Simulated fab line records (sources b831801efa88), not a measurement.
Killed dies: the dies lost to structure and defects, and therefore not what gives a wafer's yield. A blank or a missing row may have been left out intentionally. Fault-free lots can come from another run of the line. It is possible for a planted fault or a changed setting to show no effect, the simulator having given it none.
Matching of chambers    flow sky130    4 sister chambers for SKY_CONTACT_CMP_04 on cmp-02
The step polishes SiO2. 4 wafers are shown with their chamber, then 7 later ones without.

== EACH WAFER AND ITS CHAMBER ==
wafer   chamber  motor-current-A (A)
L860.5  1        11.8
L864.2  0        10.0
L866.1  2        9.9
L866.3  3        11.1

== WAFERS MISSING THEIR CHAMBER ==
wafer   motor-current-A (A)
L866.5  10.3
L867.3  10.2
L867.4  10.9
L867.6  10.3
L869.4  10.1
L869.5  10.8
L869.6  10.2

== WHICH CHAMBER EACH ONE RAN IN ==
wafer    from the rows above       in truth
L866.5   can't be placed: 0 or 2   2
L867.3   can't be placed: 0 or 2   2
L867.4   3                         3
L867.6   can't be placed: 0 or 2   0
L869.4   can't be placed: 0 or 2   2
L869.5   3                         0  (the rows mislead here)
L869.6   can't be placed: 0 or 2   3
Correctly placed: 1 of 7. Can't be placed from these rows: 5 (the true chamber is among the candidates in 4). 1 placed wrongly.
How it was worked out, from the rows above alone: a wafer's distance from a chamber is the root of the sum, over the readings, of the square of ((its reading less the chamber's mean) divided by the reading's scatter). The wafer belongs to the nearest chamber; if the next one is less than 2 further off, it can't be placed. For every chamber, the mean is computed from those of its wafers that are shown. The scatter: root of mean squared gap, hidden wafer to nearest shown wafer, with one shown wafer a chamber.
